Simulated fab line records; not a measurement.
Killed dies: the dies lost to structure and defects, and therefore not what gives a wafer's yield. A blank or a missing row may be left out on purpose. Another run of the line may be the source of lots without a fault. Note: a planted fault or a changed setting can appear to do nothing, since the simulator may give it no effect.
fab line records ; flow sky130
record: lots: 14; wafers: 42; last_day: 50
route steps=708 shown LI_CONTACT@377 LOCAL_INTERCONNECT@402 CONTACT@410 CAP2M@616 METAL4@633
lots that met no fault: from a run of the same line without faults
start_h: hours from the record's opening day to when the first of the lot's shown wafers began ; wait_h: how many hours have passed since the lot's step before this one ; " the same as in the row above ; L1.1+2: a single row standing in for several wafers ; - no value present, or no start provided ; * or withheld: withheld ; < > ~ a bound
route shown NAME@n: NAME is a module with steps in the file, n the number in the route of the first one ; usual: mean and standard deviation over wafers with no fault ; same: alike in all rows ; chamber/n: place in a boat ; sites: per-site readings ; _std_site: standard deviation across them ; _edge_site: the outer-site mean with the inner-site mean subtracted ; radius_mm: how far each site lies from the wafer's centre ; mask NAME#n: copy n ; behind: the tool/chamber that last shaped the wafer ; hold: what put the lot on hold/how long, in hours/how the hold closed ; device: whichever transistor did not switch (one of n, p or np) ; end of line: at the end of the route, the tests of the same wafers ; a step given without rows: its recipe and nothing more ; killed: dies that structure and defects cost at the first sort, which is not the same as the wafer's yield ; map: the dies of a wafer, with x for killed, . for not killed, _ for no die there
set.NAME: setting as actually run; set.NAME@STEP: the setting as run at that earlier step ; model.NAME: the simulator's own value behind a step, which no gauge read
route steps across a sampled set of lots; one table per step, one row per wafer
services: from which hour (start_h, from the record's first day; less than 0 if before it) a tool's chamber was out of use, for how many hours, and why
== steps ==
step: SKY_LI_CONTACT_ETCH_15
recipe: target: PSG; chemistry: C4F8/O2/Ar; stop_on: Si; taper_deg: 4.15; mask_material: KrF-thick; source_w: 1500; bias_w: 1200; pressure_mtorr: 40; c4f8_flow_sccm: withheld; O2_flow_sccm: 6; Ar_flow_sccm: 300; time_s: withheld; target_depth_a: 6000
usual: oes_product_au: 0.837/0.005
lot.wafer;tool;chamber;start_h;wait_h;oes_product_au
L957.1;rie_diel-01;0;681.04;0.0;0.837
L957.3;rie_diel-01;1;681.04;0.0;0.833
L957.6;rie_diel-01;3;681.04;0.0;0.831
L958.1;rie_diel-01;0;686.09;0.0;0.831
L958.4;rie_diel-01;0;686.09;0.0;0.834
L958.6;rie_diel-01;1;686.09;0.0;0.831
L961.2;rie_diel-01;3;705.99;0.0;0.840
L961.5;rie_diel-01;0;705.99;0.0;0.826
L961.6;rie_diel-01;2;705.99;0.0;0.839
L960.1;rie_diel-03;1;707.50;0.0;0.839
L960.2;rie_diel-03;2;707.50;0.0;0.845
L960.5;rie_diel-03;2;707.50;0.0;0.834
L962.1;rie_diel-01;0;727.00;0.0;0.836
L962.2;rie_diel-01;3;727.00;0.0;0.831
L962.4;rie_diel-01;2;727.00;0.0;0.833
L963.1;rie_diel-02;1;730.94;0.0;0.838
L963.3;rie_diel-02;2;730.94;0.0;0.840
L963.4;rie_diel-02;3;730.94;0.0;0.843
L964.1;rie_diel-01;3;741.57;0.0;0.829
L964.3;rie_diel-01;1;741.57;0.0;0.838
L964.6;rie_diel-01;0;741.57;0.0;0.841
L971.3;rie_diel-03;3;793.10;0.0;0.842
L971.5;rie_diel-03;3;793.10;0.0;0.829
L971.6;rie_diel-03;2;793.10;0.0;0.835
L973.2;rie_diel-02;2;809.15;0.0;0.834
L973.3;rie_diel-02;0;809.15;0.0;0.838
L973.6;rie_diel-02;3;809.15;0.0;0.827
L974.1;rie_diel-02;0;823.95;0.0;0.831
L974.2;rie_diel-02;1;823.95;0.0;0.837
L974.6;rie_diel-02;0;823.95;0.0;0.840
L975.2;rie_diel-01;3;824.90;0.0;0.841
L975.4;rie_diel-01;0;824.90;0.0;0.836
L975.5;rie_diel-01;2;824.90;0.0;0.835
L977.3;rie_diel-01;2;831.45;0.0;0.831
L977.5;rie_diel-01;2;831.45;0.0;0.836
L977.6;rie_diel-01;3;831.45;0.0;0.839
L978.1;rie_diel-01;0;840.87;0.0;0.834
L978.4;rie_diel-01;3;840.87;0.0;0.839
L978.6;rie_diel-01;1;840.87;0.0;0.843
L980.2;rie_diel-02;3;858.10;0.0;0.840
L980.3;rie_diel-02;1;858.10;0.0;0.847
L980.4;rie_diel-02;2;858.10;0.0;0.839
step: SKY_LOCAL_INTERCONNECT_STRIP_15
recipe: chemistry: O2/N2; power_w: 1400; pressure_mtorr: 1500; platen_temp_c: withheld; o2_flow_sccm: 3000; n2_flow_sccm: 300; overash_fraction: 0.5
usual: drypump_motor_current_A: 5.8/0.58; oes_product_au: 0.424/0.0042; strip_time_to_endpoint_s: 4.647/0.024
lot.wafer;tool;chamber;start_h;wait_h;drypump_motor_current_A;oes_product_au;rf_hours_counter_h;strip_time_to_endpoint_s
L957.1;plasma_asher-03;1;710.42;0.0;5.9;0.428;103;4.646
L957.3;plasma_asher-03;0;710.42;0.0;6.0;0.427;-;4.642
L957.6;plasma_asher-03;1;710.42;0.0;5.9;0.423;-;4.646
L958.1;plasma_asher-01;1;715.92;0.0;6.1;0.427;92;4.656
L958.4;plasma_asher-01;1;715.92;0.0;6.0;0.425;-;4.664
L958.6;plasma_asher-01;0;715.92;0.0;4.9;0.424;-;4.652
L961.2;plasma_asher-04;0;735.84;0.0;6.6;0.424;56;4.616
L961.5;plasma_asher-04;1;735.84;0.0;5.3;0.419;-;4.639
L961.6;plasma_asher-04;0;735.84;0.0;6.6;0.424;-;4.649
L960.1;plasma_asher-01;1;736.89;0.0;6.1;0.426;94;4.635
L960.2;plasma_asher-01;0;736.89;0.0;4.9;0.426;94;4.669
L960.5;plasma_asher-01;1;736.89;0.0;6.1;0.421;-;4.613
L962.1;plasma_asher-04;0;755.57;0.0;6.6;0.425;59;4.629
L962.2;plasma_asher-04;1;755.57;0.0;5.3;0.423;59;4.609
L962.4;plasma_asher-04;1;755.57;0.0;5.3;0.425;-;4.627
L963.1;plasma_asher-03;0;759.87;0.0;6.0;0.425;2;4.641
L963.3;plasma_asher-03;1;759.87;0.0;5.9;0.423;-;4.673
L963.4;plasma_asher-03;0;759.87;0.0;6.0;0.422;-;4.666
L964.1;plasma_asher-01;1;770.40;0.1;6.1;0.424;97;4.662
L964.3;plasma_asher-01;1;770.40;0.1;6.1;0.418;-;4.626
L964.6;plasma_asher-01;0;770.40;0.1;4.9;0.427;-;4.661
L971.3;plasma_asher-04;1;821.17;0.1;5.3;0.418;-;4.661
L971.5;plasma_asher-04;0;821.17;0.1;6.6;0.431;-;4.676
L971.6;plasma_asher-04;1;821.17;0.1;5.3;0.425;-;4.678
L973.2;plasma_asher-03;1;836.84;0.0;5.9;0.421;9;4.665
L973.3;plasma_asher-03;0;836.84;0.0;6.0;0.426;-;4.660
L973.6;plasma_asher-03;1;836.84;0.0;5.9;0.423;-;4.634
L974.1;plasma_asher-01;1;851.34;0.0;6.1;0.419;106;4.608
L974.2;plasma_asher-01;0;851.34;0.0;4.9;0.419;106;4.629
L974.6;plasma_asher-01;0;851.34;0.0;4.9;0.424;-;4.614
L975.2;plasma_asher-04;0;852.14;0.0;6.6;0.429;68;4.664
L975.4;plasma_asher-04;1;852.14;0.0;5.2;0.426;-;4.659
L975.5;plasma_asher-04;0;852.14;0.0;6.6;0.424;-;4.657
L977.3;plasma_asher-01;1;859.32;0.1;6.0;0.426;-;4.662
L977.5;plasma_asher-01;1;859.32;0.1;6.1;0.420;-;4.631
L977.6;plasma_asher-01;0;859.32;0.1;4.9;0.419;-;4.640
L978.1;plasma_asher-03;0;868.02;0.0;6.1;0.422;12;4.666
L978.4;plasma_asher-03;0;868.02;0.0;6.0;0.425;-;4.653
L978.6;plasma_asher-03;1;868.02;0.0;5.9;0.423;-;4.647
L980.2;plasma_asher-04;0;885.89;0.0;6.6;0.425;71;4.655
L980.3;plasma_asher-04;0;885.89;0.0;6.6;0.421;-;4.638
L980.4;plasma_asher-04;1;885.89;0.0;5.2;0.418;-;4.671
step: SKY_CONTACT_CMP_04
recipe: material: SiO2; down_force_psi: 4; platen_rpm: 60; pad_velocity_m_s: 0.94248
usual: motor_current_A: 12.4/1.1; slurry_filter_dp_kPa: 13.51/0.14; slurry_flow_ml_min: 150.0/0.48; time_to_endpoint_s: 82/3.6
lot.wafer;tool;chamber;start_h;wait_h;motor_current_A;slurry_filter_dp_kPa;slurry_flow_ml_min;time_to_endpoint_s
L957.3;cmp-02;3;711.28;0.1;12.2;13.80;149.9;86
L957.1;cmp-02;1;711.28;0.1;13.5;13.38;150.4;86
L957.6;cmp-02;3;711.28;0.1;12.7;13.45;150.0;83
L958.1;cmp-01;1;716.79;0.1;12.5;13.50;149.2;85
L958.4;cmp-01;3;716.79;0.1;13.5;13.68;149.4;87
L958.6;cmp-01;0;716.79;0.1;11.2;13.45;150.5;82
L961.2;cmp-02;2;736.75;0.1;10.1;13.69;150.0;85
L961.5;cmp-02;0;736.75;0.1;13.0;13.64;150.0;85
L961.6;cmp-02;1;736.75;0.1;13.5;13.69;149.1;86
L960.1;cmp-01;2;737.75;0.1;12.3;13.66;149.4;84
L960.2;cmp-01;3;737.75;0.1;13.3;13.59;149.3;89
L960.5;cmp-01;1;737.75;0.1;12.3;13.48;149.6;86
L962.2;cmp-01;1;756.39;0.0;12.1;13.63;149.4;76
L962.1;cmp-01;3;756.39;0.0;14.2;13.46;150.9;80
L962.4;cmp-01;0;756.39;0.0;12.3;13.32;149.4;77
L963.3;cmp-02;2;760.72;0.0;10.3;13.50;150.7;81
L963.1;cmp-02;3;760.72;0.0;12.8;13.41;150.2;80
L963.4;cmp-02;1;760.72;0.0;12.9;13.34;150.3;83
L964.1;cmp-02;2;771.28;0.1;10.6;13.75;150.6;80
L964.3;cmp-02;0;771.28;0.1;12.8;13.56;150.3;75
L964.6;cmp-02;2;771.28;0.1;10.2;13.69;149.9;78
L971.3;cmp-01;3;822.17;0.2;13.5;13.40;151.0;83
L971.6;cmp-01;0;822.17;0.2;11.8;13.40;150.7;84
L971.5;cmp-01;1;822.17;0.2;13.0;13.46;149.9;80
L973.2;cmp-02;3;837.67;0.0;11.8;13.19;150.1;81
L973.3;cmp-02;2;837.67;0.0;10.7;13.66;150.9;78
L973.6;cmp-02;0;837.67;0.0;13.9;13.58;150.4;83
L974.2;cmp-02;2;852.21;0.1;10.5;13.27;150.4;79
L974.1;cmp-02;0;852.21;0.1;13.1;13.50;150.5;75
L974.6;cmp-02;2;852.21;0.1;10.1;13.59;150.1;81
L975.4;cmp-02;1;852.98;0.0;13.9;13.25;149.7;86
L975.2;cmp-02;0;852.98;0.0;13.6;13.52;149.1;84
L975.5;cmp-02;1;852.98;0.0;13.8;13.68;149.7;88
L977.3;cmp-01;0;860.25;0.2;11.4;13.56;149.8;79
L977.5;cmp-01;1;860.25;0.2;12.1;13.52;149.7;80
L977.6;cmp-01;2;860.25;0.2;12.1;13.52;149.5;78
L978.4;cmp-01;1;868.92;0.1;12.3;13.73;149.2;80
L978.1;cmp-01;3;868.92;0.1;13.8;13.28;149.7;79
L978.6;cmp-01;0;868.92;0.1;12.1;13.60;151.1;80
L980.4;cmp-02;2;886.71;0.0;10.1;13.60;150.2;86
L980.2;cmp-02;0;886.71;0.0;13.0;13.47;149.3;81
L980.3;cmp-02;1;886.71;0.0;13.8;13.33;149.9;85
step: SKY_CAP2M_METAL_ETCH_13
recipe: target_depth_nm: 220; stop_on: SiO2; chemistry: Cl2/BCl3; target: TiN; pressure_mtorr: 10; icp_w: 900; bias_w: 48.5; Cl2_flow_sccm: 60; bcl3_flow_sccm: 30; time_s: 62.9
usual: drypump_motor_current_A: 5.4/0.32; oes_product_au: 0.944/0.0072; run_length_s: 91.2/0.43; throttle_valve_pct: 21.900/0.0084
lot.wafer;tool;chamber;start_h;wait_h;drypump_motor_current_A;oes_product_au;rf_hours_counter_h;run_length_s;throttle_valve_pct
L957.1;rie_metal-03;1;960.94;0.0;5.3;0.949;15;91.6;21.892
L957.3;rie_metal-03;1;960.94;0.0;5.4;0.951;-;91.7;21.896
L957.6;rie_metal-03;0;960.94;0.0;5.1;0.954;-;91.2;21.895
L958.1;rie_metal-03;1;962.60;0.0;5.4;0.946;15;91.2;21.899
L958.4;rie_metal-03;1;962.60;0.0;5.4;0.944;-;91.3;21.898
L958.6;rie_metal-03;1;962.60;0.0;5.4;0.949;-;91.2;21.885
L961.2;rie_metal-03;1;985.64;0.0;5.4;0.941;16;91.3;21.894
L961.5;rie_metal-03;0;985.64;0.0;5.1;0.945;-;91.2;21.889
L961.6;rie_metal-03;1;985.64;0.0;5.4;0.949;-;91.6;21.902
L960.1;rie_metal-03;1;986.51;0.0;5.4;0.823;16;106.3;21.974
L960.2;rie_metal-03;0;986.51;0.0;5.1;0.824;8;106.4;21.982
L960.5;rie_metal-03;1;986.51;0.0;5.4;0.821;-;106.8;21.977
L962.1;rie_metal-04;0;994.80;0.0;5.7;0.929;12;91.2;21.903
L962.2;rie_metal-04;1;994.80;0.0;6.1;0.942;3;90.4;21.894
L962.4;rie_metal-04;1;994.80;0.0;6.0;0.936;-;90.8;21.921
L963.1;rie_metal-03;0;1001.44;0.0;5.1;0.851;9;106.4;21.974
L963.3;rie_metal-03;0;1001.44;0.0;5.1;0.848;-;106.4;21.970
L963.4;rie_metal-03;1;1001.44;0.0;5.4;0.843;-;107.0;21.968
L964.1;rie_metal-01;0;1007.90;0.0;5.4;0.945;20;91.3;21.898
L964.3;rie_metal-01;0;1007.90;0.0;5.4;0.935;-;91.4;21.911
L964.6;rie_metal-01;0;1007.90;0.0;5.4;0.938;-;91.3;21.901
L971.3;rie_metal-04;0;1057.51;0.0;5.7;0.943;-;90.7;21.888
L971.5;rie_metal-04;0;1057.51;0.0;5.7;0.959;-;90.5;21.893
L971.6;rie_metal-04;1;1057.51;0.0;6.1;0.961;-;90.5;21.893
L973.2;rie_metal-03;0;1064.44;0.0;5.2;0.944;12;91.4;21.908
L973.3;rie_metal-03;0;1064.44;0.0;5.1;0.944;-;91.5;21.899
L973.6;rie_metal-03;1;1064.44;0.0;5.4;0.942;-;91.7;21.907
L975.2;rie_metal-01;1;1087.10;0.0;5.1;0.947;20;92.2;21.887
L975.4;rie_metal-01;1;1087.10;0.0;5.1;0.947;-;91.8;21.891
L975.5;rie_metal-01;0;1087.10;0.0;5.4;0.948;-;91.5;21.897
L974.1;rie_metal-04;0;1087.40;0.0;5.7;0.955;18;91.0;21.892
L974.2;rie_metal-04;1;1087.40;0.0;6.1;0.943;9;91.0;21.908
L974.6;rie_metal-04;0;1087.40;0.0;5.7;0.936;-;90.5;21.899
L977.3;rie_metal-01;0;1088.03;0.0;5.4;0.936;-;91.3;21.899
L977.5;rie_metal-01;1;1088.03;0.0;5.1;0.942;-;92.4;21.913
L977.6;rie_metal-01;0;1088.03;0.0;5.4;0.946;-;91.2;21.902
L978.1;rie_metal-03;0;1090.26;0.0;5.1;0.943;14;91.3;21.899
L978.4;rie_metal-03;1;1090.26;0.0;5.4;0.945;-;91.3;21.901
L978.6;rie_metal-03;0;1090.26;0.0;5.1;0.942;-;91.8;21.904
L980.2;rie_metal-04;1;1108.09;0.0;6.0;0.943;10;90.7;21.902
L980.3;rie_metal-04;0;1108.09;0.0;5.7;0.944;-;90.8;21.893
L980.4;rie_metal-04;1;1108.09;0.0;6.0;0.942;-;90.6;21.906
step: SKY_CAP2M_STRIP_14
recipe: chemistry: O2/N2; power_w: 1400; pressure_mtorr: 1500; platen_temp_c: withheld; o2_flow_sccm: 3000; n2_flow_sccm: 300; overash_fraction: 0.5
usual: drypump_motor_current_A: 5.7/0.54; oes_product_au: 0.710/0.0048; strip_time_to_endpoint_s: 12.65/0.041
lot.wafer;tool;chamber;start_h;wait_h;drypump_motor_current_A;oes_product_au;rf_hours_counter_h;strip_time_to_endpoint_s
L957.1;plasma_asher-04;0;961.02;0.1;6.5;0.712;80;12.67
L957.3;plasma_asher-04;1;961.02;0.1;5.3;0.709;-;12.64
L957.6;plasma_asher-04;1;961.02;0.1;5.3;0.706;-;12.69
L958.1;plasma_asher-02;0;962.68;0.1;4.9;0.715;54;12.69
L958.4;plasma_asher-02;0;962.68;0.1;4.9;0.707;-;12.66
L958.6;plasma_asher-02;1;962.68;0.1;5.5;0.715;-;12.71
L961.2;plasma_asher-04;0;985.72;0.1;6.6;0.711;83;12.63
L961.5;plasma_asher-04;0;985.72;0.1;6.6;0.706;-;12.64
L961.6;plasma_asher-04;1;985.72;0.1;5.3;0.711;-;12.65
L960.1;plasma_asher-04;1;986.58;0.1;5.3;0.712;83;12.32
L960.2;plasma_asher-04;0;986.58;0.1;6.6;0.715;83;12.28
L960.5;plasma_asher-04;1;986.58;0.1;5.3;0.715;-;12.33
L962.1;plasma_asher-03;0;994.88;0.1;6.0;0.716;22;12.69
L962.2;plasma_asher-03;1;994.88;0.1;5.9;0.703;22;12.70
L962.4;plasma_asher-03;1;994.88;0.1;5.9;0.717;-;12.64
L963.1;plasma_asher-04;0;1001.52;0.1;6.6;0.710;85;12.22
L963.3;plasma_asher-04;1;1001.52;0.1;5.3;0.708;-;12.31
L963.4;plasma_asher-04;0;1001.52;0.1;6.6;0.711;-;12.28
L964.1;plasma_asher-02;0;1007.98;0.1;4.9;0.707;59;12.67
L964.3;plasma_asher-02;1;1007.98;0.1;5.6;0.705;-;12.71
L964.6;plasma_asher-02;0;1007.98;0.1;4.9;0.723;-;12.68
L971.3;plasma_asher-02;0;1057.60;0.1;4.9;0.713;-;12.58
L971.5;plasma_asher-02;0;1057.60;0.1;5.0;0.704;-;12.62
L971.6;plasma_asher-02;1;1057.60;0.1;5.5;0.718;-;12.63
L973.2;plasma_asher-02;0;1064.52;0.1;4.9;0.707;66;12.68
L973.3;plasma_asher-02;0;1064.52;0.1;4.9;0.715;-;12.67
L973.6;plasma_asher-02;1;1064.52;0.1;5.5;0.708;-;12.64
L975.2;plasma_asher-02;0;1087.18;0.1;5.0;0.704;68;12.61
L975.4;plasma_asher-02;1;1087.18;0.1;5.5;0.703;-;12.63
L975.5;plasma_asher-02;0;1087.18;0.1;5.0;0.709;-;12.67
L974.1;plasma_asher-04;0;1087.48;0.1;6.6;0.702;93;12.66
L974.2;plasma_asher-04;1;1087.48;0.1;5.3;0.718;93;12.61
L974.6;plasma_asher-04;0;1087.48;0.1;6.6;0.707;-;12.64
L977.3;plasma_asher-03;1;1088.12;0.1;5.9;0.706;-;12.67
L977.5;plasma_asher-03;0;1088.12;0.1;6.1;0.716;-;12.64
L977.6;plasma_asher-03;1;1088.12;0.1;5.9;0.715;-;12.64
L978.1;plasma_asher-02;0;1090.33;0.1;5.0;0.710;68;12.62
L978.4;plasma_asher-02;0;1090.33;0.1;4.9;0.704;-;12.58
L978.6;plasma_asher-02;1;1090.33;0.1;5.5;0.706;-;12.65
L980.2;plasma_asher-03;0;1108.17;0.1;6.0;0.712;33;12.63
L980.3;plasma_asher-03;0;1108.17;0.1;6.0;0.714;-;12.60
L980.4;plasma_asher-03;1;1108.17;0.1;5.9;0.708;-;12.66
step: SKY_METAL4_ETCH_17
recipe: target: SiO2; stop_on: TiN; chemistry: C4F8/O2/Ar; source_w: 1500; bias_w: 1200; pressure_mtorr: 40; c4f8_flow_sccm: withheld; O2_flow_sccm: 6; Ar_flow_sccm: 300; time_s: 3.9; target_depth_a: 150
usual: oes_product_au: 0.752/0.0067
lot.wafer;tool;chamber;start_h;wait_h;oes_product_au;rf_hours_counter_h
L957.1;rie_diel-04;2;985.78;0.1;0.759;13
L957.3;rie_diel-04;0;985.78;0.1;0.738;4
L957.6;rie_diel-04;3;985.78;0.1;0.746;-
L958.1;rie_diel-01;3;987.45;0.1;0.757;5
L958.4;rie_diel-01;2;987.45;0.1;0.752;24
L958.6;rie_diel-01;3;987.45;0.1;0.758;-
L961.2;rie_diel-03;3;1009.49;0.1;0.748;8
L961.5;rie_diel-03;2;1009.49;0.1;0.754;-
L961.6;rie_diel-03;1;1009.49;0.1;0.750;-
L960.1;rie_diel-03;3;1010.44;0.1;0.627;8
L960.2;rie_diel-03;0;1010.44;0.1;0.625;16
L960.5;rie_diel-03;1;1010.44;0.1;0.624;-
L962.1;rie_diel-03;3;1018.50;0.1;0.758;9
L962.2;rie_diel-03;0;1018.50;0.1;0.758;16
L962.4;rie_diel-03;1;1018.50;0.1;0.744;19
L963.1;rie_diel-03;3;1023.75;0.1;0.617;9
L963.3;rie_diel-03;2;1023.75;0.1;0.624;8
L963.4;rie_diel-03;1;1023.75;0.1;0.619;19
L964.1;rie_diel-04;0;1031.25;0.1;0.742;6
L964.3;rie_diel-04;3;1031.25;0.1;0.753;26
L964.6;rie_diel-04;2;1031.25;0.1;0.749;-
L971.3;rie_diel-01;3;1079.98;0.0;0.743;8
L971.5;rie_diel-01;3;1079.98;0.0;0.757;-
L971.6;rie_diel-01;2;1079.98;0.0;0.759;-
L973.2;rie_diel-01;3;1086.71;0.1;0.747;8
L973.3;rie_diel-01;1;1086.71;0.1;0.746;11
L973.6;rie_diel-01;1;1086.71;0.1;0.752;-
L974.1;rie_diel-03;3;1109.04;0.1;0.739;11
L974.2;rie_diel-03;1;1109.04;0.1;0.746;22
L974.6;rie_diel-03;0;1109.04;0.1;0.740;-
L975.2;rie_diel-04;2;1109.39;0.1;0.750;17
L975.4;rie_diel-04;1;1109.39;0.1;0.752;15
L975.5;rie_diel-04;0;1109.39;0.1;0.750;-
L977.3;rie_diel-01;3;1109.61;0.0;0.754;9
L977.5;rie_diel-01;0;1109.61;0.0;0.764;-
L977.6;rie_diel-01;3;1109.61;0.0;0.752;-
L978.1;rie_diel-04;3;1111.69;0.1;0.766;29
L978.4;rie_diel-04;2;1111.69;0.1;0.762;17
L978.6;rie_diel-04;1;1111.69;0.1;0.758;-
L980.2;rie_diel-01;3;1129.44;0.1;0.745;10
L980.3;rie_diel-01;1;1129.44;0.1;0.748;13
L980.4;rie_diel-01;0;1129.44;0.1;0.749;19
== services ==
tool;chamber;start_h;hours;kind
rie_diel-01;2;670.95;16.0;repair
plasma_asher-04;-;695.97;2.8;pm
cmp-02;-;739.39;1.2;repair
cmp-02;-;740.82;0.4;repair
cmp-02;-;744.00;4.0;pm
cmp-02;-;751.46;6.3;pm
plasma_asher-04;-;766.47;1.9;repair
cmp-02;-;784.70;2.3;repair
cmp-02;-;788.88;1.8;repair
rie_diel-01;-;792.92;1.2;repair
rie_diel-01;0;811.80;5.9;repair
rie_diel-01;-;841.35;0.4;repair
rie_diel-01;1;892.57;3.4;repair
cmp-02;-;914.81;5.0;pm
cmp-02;-;924.84;12.0;pm
rie_diel-01;2;932.46;9.6;repair
rie_diel-01;-;948.90;2.8;pm
rie_diel-01;3;974.73;2.5;repair
cmp-02;-;997.86;1.8;repair
rie_diel-01;2;1012.72;1.4;repair
rie_diel-01;0;1042.30;1.6;repair
plasma_asher-04;-;1058.49;2.7;repair
rie_diel-01;-;1074.92;0.1;repair
cmp-02;-;1084.00;4.0;pm
== key ==
first_sign: step: SKY_CAP2M_METAL_ETCH_13; reading: run_length_s; direction: up; sigmas: 35; usual: *; struck: *
effect: step: SKY_CAP2M_METAL_ETCH_13; reading: oes_product_au; direction: down; sigmas: 15; usual: 0.944; struck: 0.835
effect: step: SKY_CAP2M_STRIP_14; reading: strip_time_to_endpoint_s; direction: down; sigmas: 8.8; usual: *; struck: *
effect: step: SKY_METAL4_ETCH_17; reading: oes_product_au; direction: down; sigmas: 19; usual: 0.752; struck: 0.623
met_at SKY_CAP2M_METAL_ETCH_13
struck_lots L960,L963
sort_left_out L960.1,L960.2,L960.5,L963.1,L963.3,L963.4
not_acting_at SKY_LI_CONTACT_ETCH_15,SKY_LOCAL_INTERCONNECT_STRIP_15,SKY_CONTACT_CMP_04
onset_between 985.64 986.51
fault: kind: process_parameter_drift; tool: rie_metal-03; chamber: -; onset_h: 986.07; steps: SKY_CAP2M_METAL_ETCH_13; channel: time_s; offset: *; shape: step; end_h: 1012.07; acts_in: *; stated: *
sort_left_out: the simulated sort isn't trusted on such a fault, so these wafers' sort isn't shown, and their yield isn't known
